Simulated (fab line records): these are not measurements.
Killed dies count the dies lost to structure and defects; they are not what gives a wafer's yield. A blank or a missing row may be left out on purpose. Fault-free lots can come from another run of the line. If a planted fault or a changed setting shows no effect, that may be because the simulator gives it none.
Which tool did it?    flow gf180mcu    Sampling: 14 lots, 42 wafers, 4 of 602 route steps

== WHAT EACH GAUGE READ, for each wafer ==
GF_HV_LDD_CD_MEAS_19: target cd 400 nm. Usual: 400.5 nm for cd-nm, sd 1.7.
lot   measured      on         cd-nm (nm)         flag
L239  day 10 17:28  cd-sem-01  398.2 399.9 399.8  
L240  day 11 00:29  cd-sem-01  399.3 402.2 399.8  
L241  day 11 06:09  cd-sem-01  398.5 400.5 398.3  
L243  day 12 02:26  cd-sem-02  400.7 399.3 400.4  
L244  day 12 06:13  cd-sem-01  399.1 398.4 396.5  
L245  day 12 15:02  cd-sem-02  397.7 400.8 398.2  
L246  day 13 03:08  cd-sem-02  402.7 402.1 402.6  
L247  day 13 08:49  cd-sem-02  403.3 401.9 401.5  
L248  day 13 12:07  cd-sem-01  397.5 398.7 398.5  
L249  day 13 21:53  cd-sem-01  400.2 399.8 399.7  
L257  day 16 14:20  cd-sem-01  399.3 399.4 398.6  
L258  day 16 17:35  cd-sem-01  401.5 399.9 403.1  
L260  day 17 14:22  cd-sem-02  398.9 398.9 400.0  
L261  day 17 18:24  cd-sem-02  400.7 401.5 401.3  

GF_NSD_TW_MEAS_12. Usual: for NSD_TW the level is 4260 and the standard deviation is 45.
lot   measured      on             NSD_TW          flag
L239  day 13 07:49  film-metro-01  4245 4255 4237  
L240  day 13 14:22  film-metro-02  4328 4315 4311  
L241  day 13 22:04  film-metro-02  4343 4328 4330  
L243  day 14 20:20  film-metro-02  4312 4323 4308  
L244  day 15 01:49  film-metro-02  4300 4299 4290  
L245  day 15 10:31  film-metro-01  4208 4223 4209  
L246  day 15 23:35  film-metro-02  4288 4307 4293  
L247  day 16 03:22  film-metro-03  4281 4264 4272  
L248  day 16 08:34  film-metro-01  4193 4201 4223  
L249  day 16 17:53  film-metro-01  4228 4213 4202  
L257  day 19 17:08  film-metro-02  4290 4238 4265  
L258  day 19 20:20  film-metro-01  4248 4231 4212  
L260  day 20 18:00  film-metro-02  4315 4314 4336  
L261  day 21 00:46  film-metro-01  4217 4215 4189  

GF_CONTACT_BOW_MEAS_05. Usual: for CONTACT_BOW the level is 65 um and the standard deviation is 6.9.
lot   measured      on             CONTACT_BOW (um)  flag
L239  day 15 03:41  film-metro-04  59 70 69          
L240  day 15 09:22  film-metro-03  63 57 58          
L241  day 15 18:09  film-metro-04  56 50 59          
L243  day 16 19:05  film-metro-04  61 56 62          
L244  day 16 23:48  film-metro-03  51 48 63          
L245  day 17 09:22  film-metro-04  73 61 65          
L246  day 17 23:12  film-metro-03  69 65 75          
L247  day 18 02:58  film-metro-03  58 55 54          
L248  day 18 08:11  film-metro-03  79 71 70          
L249  day 18 17:46  film-metro-03  72 60 49          
L257  day 21 18:19  film-metro-04  57 62 46          
L258  day 21 21:55  film-metro-04  69 74 73          
L260  day 22 18:58  film-metro-02  71 63 57          
L261  day 23 01:13  film-metro-02  63 63 68          

== EACH LOT AND THE TOOL THAT RAN IT (in order: tool; ch and the chambers of the sampled wafers; start) ==
lot   GF_VT_IMPLANT_EXPOSE_37
L239  iline-stepper-01 ch 0, day 7 04:26
L240  iline-stepper-01 ch 0, day 7 11:34
L241  iline-stepper-01 ch 0, day 7 16:58
L243  iline-stepper-02 ch 0, day 8 08:08
L244  iline-stepper-01 ch 0, day 8 14:05
L245  iline-stepper-02 ch 0, day 8 23:24
L246  iline-stepper-02 ch 0, day 9 02:26
L247  iline-stepper-02 ch 0, day 9 10:44
L248  iline-stepper-01 ch 0, day 9 16:23
L249  iline-stepper-01 ch 0, day 9 22:31
L257  iline-stepper-01 ch 0, day 12 07:20
L258  iline-stepper-01 ch 0, day 12 12:38
L260  iline-stepper-02 ch 0, day 13 05:10
L261  iline-stepper-02 ch 0, day 13 08:12
- GF_VT_IMPLANT_EXPOSE_37: exposes mask Nwell HV AREA, target cd 860 nm.

== WHAT THE TOOLS THEMSELVES READ (means of the sampled wafers that have a number; where no wafer has one, the mark that the record gives instead) ==
GF_VT_IMPLANT_EXPOSE_37. Usual: exposure-dose-mJ-cm2 140.00, standard deviation 0.15; stage-vel-mm-s 500.02 mm/s, standard deviation 0.24.
lot   tool              exposure-dose-mJ-cm2  stage-vel-mm-s (mm/s)  flag
L239  iline-stepper-01  139.87                500.03                 
L240  iline-stepper-01  140.10                500.26                 
L241  iline-stepper-01  140.02                499.51                 
L243  iline-stepper-02  139.97                499.99                 
L244  iline-stepper-01  139.91                499.86                 
L245  iline-stepper-02  139.93                500.11                 
L246  iline-stepper-02  140.01                499.80                 
L247  iline-stepper-02  140.14                500.28                 
L248  iline-stepper-01  139.92                500.11                 
L249  iline-stepper-01  140.06                499.95                 
L257  iline-stepper-01  134.59                500.05                 OFF
L258  iline-stepper-01  134.55                500.17                 OFF
L260  iline-stepper-02  139.97                500.27                 
L261  iline-stepper-02  139.98                499.93                 

== THE ANSWER, worked out from the rows above alone ==
Rule: a lot counts as off when the mean over its wafers that have a number is more than 3 standard deviations away from the usual mean. A lot without any number at a reading at which 4 lots or more have one is off too. Where the step has rows for the other lots, those lots are counted as sound. Order of review: gauges by route order, followed by the tools' own readings, for which a lot's mean as printed above is used. At the first step where some lot is off, the reading lying furthest off is the one used; lots without a number count as furthest.
Off, at GF_VT_IMPLANT_EXPOSE_37 on exposure-dose-mJ-cm2: L257, L258.
If a tool, at that step or one of the process steps before it, ran each lot that is off and ran no sound lot following the first of them, it fits. One fits: iline-stepper-01 at GF_VT_IMPLANT_EXPOSE_37. Its last sound lot is L249 (day 9 22:31), its first lot that is off L257 (day 12 07:20): a fault that began between those two fits.
On the lots that are off, the tool's own readings at GF_VT_IMPLANT_EXPOSE_37 differ by more than 5 times the standard deviation of the sound lots' means, which bears it out; exposure-dose-mJ-cm2 reads 134.57 there versus 139.99 on the sound lots.

== WHAT WAS PUT IN BY THE SIMULATOR ==
Drift in process parameters on iline-stepper-01 at GF_VT_IMPLANT_EXPOSE_37, starting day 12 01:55. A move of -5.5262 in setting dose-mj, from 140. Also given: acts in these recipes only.
Struck lots among those shown: L257, L258. The rule above reached the same finding.
